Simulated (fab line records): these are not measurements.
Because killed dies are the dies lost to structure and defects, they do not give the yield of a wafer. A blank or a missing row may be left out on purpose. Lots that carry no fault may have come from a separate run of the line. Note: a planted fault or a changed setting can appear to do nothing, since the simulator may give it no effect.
Problem report, 8D (eight disciplines) form, completed by code    flow gf180mcu    the parts of the form that need people (team, actions taken, sign-off) are left out

## 1. THE PROBLEM
Wafers free of any fault read 0.328 ohm/sq (standard deviation 0.0034) for V4_W_RS at GF_V4_RS_MEAS_24, against a mean of 0.773 ohm/sq on 6 wafers of 2 lots. That is +99 or more standard deviations from the usual mean.
The step: measures by four-point-probe.
The first sign was on wafer L911.1 at day 30 02:57, on film_metro-01. Wafers with a number at this step in the record: 36, from 12 lots. Rule for "out", or "out of limits": more than 4 standard deviations from the usual mean. The other wafers with a number count as sound.

## 2. WHAT IT IS; WHAT IT IS NOT
question                     is                      is not
which readings at this step  V4_W_RS                 -
which lots                   L911, L916              L895, L898, L900, L901, L902, L903, L904, L906, L910, L915
which wafers of those lots   all that have a number  -
read on which gauges         film_metro-01           film_metro-02, film_metro-04
when                         from day 30 02:57       up to then (27 sound wafers); but 3 sound wafers of L915 came after

## 3. SUSPECTS, AND WHAT RULES EACH OUT
Counting: a tool stays on the suspect list if, at a process step up to the reading, it processed all lots that are out and no sound lot following the first of them.
- the gauge at GF_V4_RS_MEAS_24 has been ruled out. All the wafers that are out were read on film_metro-01, but those of them that GF_V4_CMP_26 has rows for are out there too, on other tools.
- pecvd-03 at GF_V4_CVD_02 (deposits SiO2 from TEOS, target thk 850 nm, time 94.851 s): kept. It processed each lot that is out, first L911 at day 29 06:59, and no sound lot thereafter; up to then, the last sound lot it processed was L910 at day 28 23:31.
- cvd_w-02 at GF_V4_CVD_23 (deposits W, target thk 350 nm, time 104.9 s): kept. It processed each lot that is out, first L911 at day 30 02:50, and no sound lot thereafter; up to then, the last sound lot it processed was L910 at day 29 20:14.
Left after counting: pecvd-03 at GF_V4_CVD_02, cvd_w-02 at GF_V4_CVD_23.

## 4. THE CAUSE (what the simulator had put in)
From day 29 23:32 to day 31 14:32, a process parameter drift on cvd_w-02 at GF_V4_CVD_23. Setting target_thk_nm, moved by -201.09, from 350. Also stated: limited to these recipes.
Counting left 2 suspects, and this tool is among them.

## 5. SEQUENCE OF EFFECTS, ordered by route
One row per reading whose mean, taken over the struck wafers that have a number, lies over 3 standard deviations from the usual. Only readings for which the record gives a usual standard deviation are gone through. hours: the time from each lot's start at the first step in this table that gives one to its start at this step, as a median over the lots. sigmas: the change in usual standard deviations.
hours  step               reading             usual         on struck wafers  change  sigmas
0      GF_V4_RS_MEAS_24   V4_W_RS             0.328 ohm/sq  0.773             +0.445  +99 or more
0      GF_V4_THK_MEAS_25  V4_W_THK            334 nm        146               -188    -47
0      GF_V4_CMP_26       time_to_endpoint_s  85 s          36                -50     -15
The process steps in it:
- GF_V4_CMP_26: polishes, stops on SiO2, t overpolish 15 s, target thk 0 nm.

## 6. WHAT WOULD HAVE CAUGHT IT SOONER
Counted from the fault's start at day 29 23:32, it took 3 hours until the first out-of-limits reading at a measuring or inspecting step in this record, taken at day 30 02:57.
Tool readings at GF_V4_CVD_23 with a usual standard deviation given in the record: none out on any struck wafer, hence no alarm at a limit of 4 standard deviations on them.
Among the 2 lots that are out, L916 began GF_V4_CVD_23 on cvd_w-02 after day 30 02:57. It would have been spared by a hold on the tool at that moment.
